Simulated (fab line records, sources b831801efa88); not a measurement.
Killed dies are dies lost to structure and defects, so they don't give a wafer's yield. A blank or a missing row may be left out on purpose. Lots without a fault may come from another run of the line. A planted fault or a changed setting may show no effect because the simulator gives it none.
fab line records | flow sky130
record lots=6 wafers=18 last_day=50
route steps=708 shown VT_ADJUST_LVTN@98 PAD_OPEN@708
lots that met no fault: from a run of the same line without faults
start_h: hours from the record's first day to the start of the lot's first wafer shown | wait_h: hours since the lot's step before | " the same as in the row above | L1.1+2: a row that stands for several wafers | - no value, or no start given | * or withheld: withheld | < > ~ a bound
route shown NAME@n: a module of which the file shows steps, and the number in the route of the first | usual: mean/standard deviation of fault-free wafers | same: alike in all rows | chamber/n: place in a boat | sites: the reading at each site | _std_site: their standard deviation | _edge_site: outer sites' mean less inner sites' | radius_mm: how far each site lies from the wafer's centre | mask NAME#n: copy n | behind: the tool/chamber that last shaped the wafer | hold: why the lot was held/for how many hours/how that ended | device: the transistor (n, p or np) that didn't switch | end of line: the same wafers' tests at the end of the route | a step without rows: its recipe alone | killed: dies lost to structure and defects at the first sort, not the wafer's yield | map: a wafer's dies, x killed, . not, _ none there
set.NAME: the setting as run; set.NAME@STEP: as run at that earlier step | model.NAME: the simulator's own value behind a step, which no gauge read
lots at some steps of the route; a table a step, a row a wafer
services: from which hour (start_h, from the record's first day; less than 0 if before it) a tool's chamber was out of use, for how many hours, and why
## steps
# step SKY_VT_ADJUST_LVTN_HMDS_01
# recipe prime_time_s=60 prime_temp_c=120
# step SKY_VT_ADJUST_LVTN_COAT_02
# recipe spin_rpm=2000 resist_thk_nm=3000
# step SKY_VT_ADJUST_LVTN_SOFTBAKE_03
# recipe temp_c=110 time_s=withheld
# step SKY_VT_ADJUST_LVTN_EXPOSE_04
# recipe mask_id=NWM_COMPLEMENT_LESS_NATIVE na=0.6 source_shape=conventional sigma_outer=0.6 polarization=unpolarized target_cd_nm=840 dose_mj=194
# step SKY_VT_ADJUST_LVTN_PEB_05
# recipe temp_c=115 time_s=withheld
# step SKY_VT_ADJUST_LVTN_DEVELOP_06
# recipe wall_angle_deg=90 developer=TMAH develop_time_s=60 dev_temp_c=23
# step SKY_VT_ADJUST_LVTN_OVL_MEAS_07
# usual VT_ADJUST_LVTN_OVL=-0.9/1.6
# columns lot.wafer tool chamber start_h wait_h VT_ADJUST_LVTN_OVL[nm]
L592.3 overlay-02 - 190.77 - -1.4
L592.5 " - " " -1.6
L592.6 " - " " -1.6
L594.1 overlay-01 - 202.26 - -2.6
L594.2 " - " " -2.9
L594.6 " - " " -4.7
L602.1 overlay-01 - 252.31 - -2.4
L602.4 " - " " -1.0
L602.6 " - " " -1.2
L604.1 overlay-01 - 267.34 - -0.9
L604.3 " - " " 2.1
L604.5 " - " " -2.2
L607.2 overlay-01 - 282.42 - -1.3
L607.5 " - " " -1.2
L607.6 " - " " -0.2
L608.1 overlay-01 - 290.56 - -1.6
L608.4 " - " " 0.0
L608.5 " - " " -0.3
# step SKY_VT_ADJUST_LVTN_IMPLANT_08
# recipe species=B energy_kev=30 dose_cm2=1.57e+12 tilt_deg=withheld
# step SKY_VT_ADJUST_LVTN_STRIP_09
# recipe chemistry=O2/N2 power_w=1400 pressure_mtorr=1500 platen_temp_c=withheld o2_flow_sccm=3000 n2_flow_sccm=300 overash_fraction=0.5
# usual drypump_motor_current_A=5.9/0.52 oes_product_au=0.722/0.0042 strip_time_to_endpoint_s=36.93/0.1
# columns lot.wafer tool chamber start_h wait_h drypump_motor_current_A oes_product_au rf_hours_counter_h strip_time_to_endpoint_s
L592.3 plasma_asher-03 1 190.98 0.1 6.0 0.722 - 36.89
L592.5 " 1 " " 6.0 0.724 - 36.85
L592.6 " 0 " " 6.0 0.728 - 36.83
L594.1 plasma_asher-02 0 202.45 0.1 5.8 0.721 51 36.87
L594.2 " 1 " " 6.4 0.730 51 36.86
L594.6 " 0 " " 5.8 0.723 - 36.66
L602.1 plasma_asher-02 0 252.50 0.1 5.8 0.728 56 36.98
L602.4 " 0 " " 5.8 0.722 - 36.94
L602.6 " 0 " " 5.8 0.724 - 37.10
L604.1 plasma_asher-02 1 267.52 0.1 6.5 0.728 57 36.86
L604.3 " 0 " " 5.8 0.724 - 36.83
L604.5 " 0 " " 5.8 0.723 - 36.90
L607.2 plasma_asher-02 0 282.60 0.1 5.8 0.728 59 36.87
L607.5 " 1 " " 6.5 0.726 - 37.05
L607.6 " 0 " " 5.8 0.718 - 36.80
L608.1 plasma_asher-03 0 290.75 0.1 6.0 0.715 48 36.97
L608.4 " 0 " " 6.0 0.720 - 36.94
L608.5 " 1 " " 6.0 0.723 - 36.92
# step SKY_VT_ADJUST_LVTN_TW_MEAS_10
# usual VT_ADJUST_LVTN_TW=242.1/1.7
# columns lot.wafer tool chamber start_h wait_h VT_ADJUST_LVTN_TW
L592.3 film_metro-02 - 191.07 0.1 243.8
L592.5 " - " " 242.9
L592.6 " - " " 244.3
L594.1 film_metro-03 - 202.55 0.1 243.2
L594.2 " - " " 243.9
L594.6 " - " " 243.5
L602.1 film_metro-02 - 252.60 0.1 243.3
L602.4 " - " " 242.9
L602.6 " - " " 242.3
L604.1 film_metro-02 - 267.62 0.1 244.1
L604.3 " - " " 243.0
L604.5 " - " " 242.2
L607.2 film_metro-02 - 282.71 0.1 243.5
L607.5 " - " " 243.8
L607.6 " - " " 242.6
L608.1 film_metro-03 - 290.85 0.1 241.5
L608.4 " - " " 240.5
L608.5 " - " " 240.3
# step SKY_VT_ADJUST_LVTN_DEHYDRATE_11
# recipe temp_c=200 time_s=60
# step SKY_VT_ADJUST_LVTN_HMDS_12
# recipe prime_time_s=61.03 prime_temp_c=120
# step SKY_VT_ADJUST_LVTN_COAT_13
# recipe resist=NOVOLAK spin_rpm=3000 resist_thk_nm=1140
# columns lot.wafer tool chamber start_h wait_h model.NOVOLAK_of_VT_ADJUST_LVTN_COAT_13.thk_nm
L592.3 litho_track-04 0 201.66 0.1 1142
L592.5 " 0 " " 1140
L592.6 " 0 " " 1144
L594.1 litho_track-01 0 212.24 0.1 1143
L594.2+6 " 0 " " 1142
L602.1 litho_track-01 0 263.99 0.1 1210
L602.4+6 " 0 " " 1212
L604.1 litho_track-04 0 279.81 0.1 1143
L604.3 " 0 " " 1145
L604.5 " 0 " " 1144
L607.2 litho_track-01 0 295.71 0.1 1216
L607.5 " 0 " " 1215
L607.6 " 0 " " 1213
L608.1+5 litho_track-02 0 303.16 0.1 1143
L608.4 " 0 " " 1142
# step SKY_VT_ADJUST_LVTN_SOFTBAKE_14
# recipe temp_c=90 time_s=60 resist=NOVOLAK
# step SKY_VT_ADJUST_LVTN_EXPOSE_15
# recipe mask_id=HVN_STD_DERIVED na=0.6 source_shape=conventional sigma_outer=0.6 polarization=unpolarized target_cd_nm=600 dose_mj=163
# step SKY_VT_ADJUST_LVTN_PEB_16
# recipe temp_c=withheld time_s=* resist=NOVOLAK
# step SKY_VT_ADJUST_LVTN_DEVELOP_17
# recipe resist=NOVOLAK developer=TMAH develop_time_s=60 dev_temp_c=23
# usual developer_temp_C=23.01/0.11
# columns lot.wafer tool chamber start_h wait_h developer_temp_C model.NOVOLAK_of_VT_ADJUST_LVTN_COAT_13.thk_nm
L592.3 litho_track-04 0 211.41 0.1 22.96 1142
L592.5 " 0 " " 22.89 1140
L592.6 " 0 " " 22.93 1143
L594.1 litho_track-01 0 223.84 0.1 23.00 1143
L594.2 " 0 " " 23.08 1142
L594.6 " 0 " " 22.96 1142
L602.1 litho_track-01 0 276.34 0.1 23.10 1210
L602.4 " 0 " " 23.09 1212
L602.6 " 0 " " 22.98 1211
L604.1 litho_track-01 0 291.99 0.1 22.93 1142
L604.3 " 0 " " 22.99 1145
L604.5 " 0 " " 22.95 1143
L607.2 litho_track-02 0 308.29 0.1 23.15 1215
L607.5 " 0 " " 23.06 1215
L607.6 " 0 " " 23.15 1213
L608.1 litho_track-04 0 315.86 0.1 22.88 1142
L608.4 " 0 " " 22.91 1142
L608.5 " 0 " " 22.95 1143
# step SKY_VT_ADJUST_LVTN_OVL_MEAS_18
# usual VT_ADJUST_LVTN_01_OVL=-0.4/1.3
# columns lot.wafer tool chamber start_h wait_h VT_ADJUST_LVTN_01_OVL[nm]
L592.3 overlay-01 - 211.52 0.1 -2.0
L592.5 " - " " 0.2
L592.6 " - " " -1.6
L594.1 overlay-01 - 223.99 0.1 -1.6
L594.2 " - " " -2.9
L594.6 " - " " -1.1
L602.1 overlay-02 - 276.49 0.1 -0.9
L602.4 " - " " 0.7
L602.6 " - " " 0.7
L604.1 overlay-01 - 292.14 0.1 1.2
L604.3 " - " " -0.6
L604.5 " - " " 0.0
L607.2 overlay-01 - 308.42 0.1 2.1
L607.5 " - " " 1.9
L607.6 " - " " -0.2
L608.1 overlay-02 - 316.01 0.1 0.7
L608.4 " - " " -0.9
L608.5 " - " " -0.7
# step SKY_VT_ADJUST_LVTN_IMPLANT_19
# recipe species=B energy_kev=30 dose_cm2=6.5e+11 tilt_deg=withheld
# step SKY_VT_ADJUST_LVTN_STRIP_20
# recipe chemistry=O2/N2 power_w=1400 pressure_mtorr=1500 platen_temp_c=withheld o2_flow_sccm=3000 n2_flow_sccm=300 overash_fraction=0.5
# usual drypump_motor_current_A=5.9/0.46 oes_product_au=0.716/0.0051 strip_time_to_endpoint_s=14.19/0.052
# columns lot.wafer tool chamber start_h wait_h drypump_motor_current_A oes_product_au rf_hours_counter_h strip_time_to_endpoint_s
L592.3 plasma_asher-03 0 211.73 0.1 5.9 0.721 - 14.20
L592.5 " 1 " " 6.0 0.707 - 14.17
L592.6 " 0 " " 6.0 0.721 - 14.22
L594.1 plasma_asher-03 1 224.17 0.1 6.0 0.708 42 14.21
L594.2 " 0 " " 6.0 0.713 42 14.20
L594.6 " 1 " " 6.0 0.716 - 14.20
L602.1 plasma_asher-04 0 276.67 0.1 6.3 0.715 15 14.97
L602.4 " 1 " " 5.0 0.717 - 14.98
L602.6 " 1 " " 4.9 0.720 - 14.99
L604.1 plasma_asher-03 0 292.32 0.1 6.0 0.712 48 14.21
L604.3 " 0 " " 6.0 0.721 - 14.23
L604.5 " 0 " " 6.0 0.720 - 14.21
L607.2 plasma_asher-04 0 308.60 0.1 6.3 0.719 18 15.03
L607.5 " 0 " " 6.3 0.714 - 15.03
L607.6 " 1 " " 4.9 0.722 - 15.00
L608.1 plasma_asher-04 1 316.20 0.1 5.0 0.706 19 14.20
L608.4 " 1 " " 4.9 0.722 - 14.20
L608.5 " 0 " " 6.4 0.711 - 14.21
# step SKY_VT_ADJUST_LVTN_TW_MEAS_21
# usual VT_ADJUST_LVTN_2_TW=188.2/1.3
# columns lot.wafer tool chamber start_h wait_h VT_ADJUST_LVTN_2_TW
L592.3 film_metro-03 - 211.82 0.1 189.0
L592.5 " - " " 189.9
L592.6 " - " " 189.4
L594.1 film_metro-03 - 224.27 0.1 186.7
L594.2 " - " " 186.5
L594.6 " - " " 187.5
L602.1 film_metro-02 - 276.77 0.1 189.7
L602.4 " - " " 189.6
L602.6 " - " " 189.5
L604.1 film_metro-02 - 292.42 0.1 188.4
L604.3 " - " " 189.5
L604.5 " - " " 190.5
L607.2 film_metro-04 - 308.71 0.1 187.5
L607.5 " - " " 186.1
L607.6 " - " " 185.3
L608.1 film_metro-04 - 316.30 0.1 186.4
L608.4 " - " " 186.3
L608.5 " - " " 186.4
# step SKY_PAD_OPEN_PROBE_99
# usual killed_at_M0_to_M3=42/7.6 killed_at_M4_up=3.4/2 killed_at_contacts=24/5.9 killed_at_front_end=16/4.5 killed_at_other=0.4/0.58 killed_dies=86/10 killed_open=47/7.6 killed_short=39/6.7
# same gross_dies=492 killed_at_back_side=0
# columns lot.wafer tool chamber start_h wait_h killed_at_M0_to_M3 killed_at_M4_up killed_at_contacts killed_at_front_end killed_at_other killed_dies killed_open killed_short
L592.3 prober-02 - 1124.28 0.2 32 6 26 10 1 75 44 31
L592.5 prober-02 - 1124.38 0.2 43 4 18 16 0 81 40 41
L592.6 prober-02 - 1124.43 0.2 28 4 26 14 0 72 30 42
L594.1 prober-02 - 1131.87 0.1 48 5 28 10 0 91 58 33
L594.2 prober-02 - 1131.92 0.1 44 4 25 14 1 88 55 31
L594.6 prober-02 - 1132.12 0.2 41 3 26 27 1 98 54 43
# killed by level:class
L592.3 CONTACT:geometric_particle:open=10 VIA1:geometric_particle:open=10 VIA3:geometric_particle:open=8 LI_CONTACT:geometric_particle:open=7 METAL4:geometric_particle:short=6 CONTACT:geometric_particle:short=5 METAL2:geometric_particle:short=4 LOCAL_INTERCONNECT:geometric_particle:short=3
L592.5 VIA1:geometric_particle:open=12 LI_CONTACT:geometric_particle:open=8 FIELD_ISO:geometric_particle:short=6 VIA1:geometric_particle:short=6 VIA2:geometric_particle:open=5 CONTACT:geometric_particle:open=4 METAL1:geometric_particle:short=4 VIA3:geometric_particle:short=4
L592.6 CONTACT:geometric_particle:open=10 METAL2:geometric_particle:short=7 FIELD_ISO:geometric_particle:short=5 LI_CONTACT:geometric_particle:open=4 LOCAL_INTERCONNECT:geometric_particle:short=4 METAL1:geometric_particle:short=4 VIA3:geometric_particle:short=4 SPACER:geometric_particle:short=3
L594.1 VIA1:geometric_particle:open=11 VIA3:geometric_particle:open=11 LI_CONTACT:geometric_particle:open=10 CONTACT:geometric_particle:open=8 VIA2:geometric_particle:open=8 VIA2:geometric_particle:short=6 POLY_GATE:geometric_particle:short=4 CONTACT:geometric_particle:short=4
L594.2 VIA1:geometric_particle:open=16 CONTACT:geometric_particle:open=11 LI_CONTACT:geometric_particle:open=7 METAL2:geometric_particle:short=6 CONTACT:geometric_particle:short=5 VIA1:geometric_particle:short=5 VIA3:geometric_particle:open=5 FIELD_ISO:geometric_particle:open=4
L594.6 LI_CONTACT:geometric_particle:open=13 VIA1:geometric_particle:open=9 POLY_GATE:geometric_particle:short=8 VIA3:geometric_particle:open=7 CONTACT:geometric_particle:open=6 METAL1:geometric_particle:short=6 VIA1:geometric_particle:short=6 FIELD_ISO:geometric_particle:short=5
## services
# columns tool chamber start_h hours kind
plasma_asher-02 - 167.38 2.8 pm
plasma_asher-04 - 189.91 2.8 pm
plasma_asher-03 - 262.71 1.7 repair
plasma_asher-03 - 284.07 2.2 repair
plasma_asher-04 - 302.79 4.4 repair
## key
first_sign step=SKY_VT_ADJUST_LVTN_STRIP_20 reading=strip_time_to_endpoint_s direction=up sigmas=16 usual=* struck=*
effect none on later readings
model_effect step=SKY_VT_ADJUST_LVTN_COAT_13 value=NOVOLAK_of_VT_ADJUST_LVTN_COAT_13.thk_nm without=1142 struck=1213
model_effect step=SKY_VT_ADJUST_LVTN_DEVELOP_17 value=NOVOLAK_of_VT_ADJUST_LVTN_COAT_13.thk_nm without=1142 struck=1213
met_at SKY_VT_ADJUST_LVTN_COAT_13
struck_wafers L602.1,L602.4,L602.6,L607.2,L607.5,L607.6
tester_left_out L602,L607
onset_between 212.24 263.99
fault kind=process_parameter_drift tool=litho_track-01 chamber=- onset_h=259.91 steps=SKY_VT_ADJUST_LVTN_COAT_13 channel=resist_thk_nm offset=71.027 shape=step end_h=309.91 acts_in=these_recipes_only stated=1140
# tester_left_out: of these lots the tester's yield and bins aren't shown, on N5 and GAA mostly nor the transistor test; their killed dies are dies lost to structure and defects alone, not to doping, threshold or leakage, so they don't give the yield
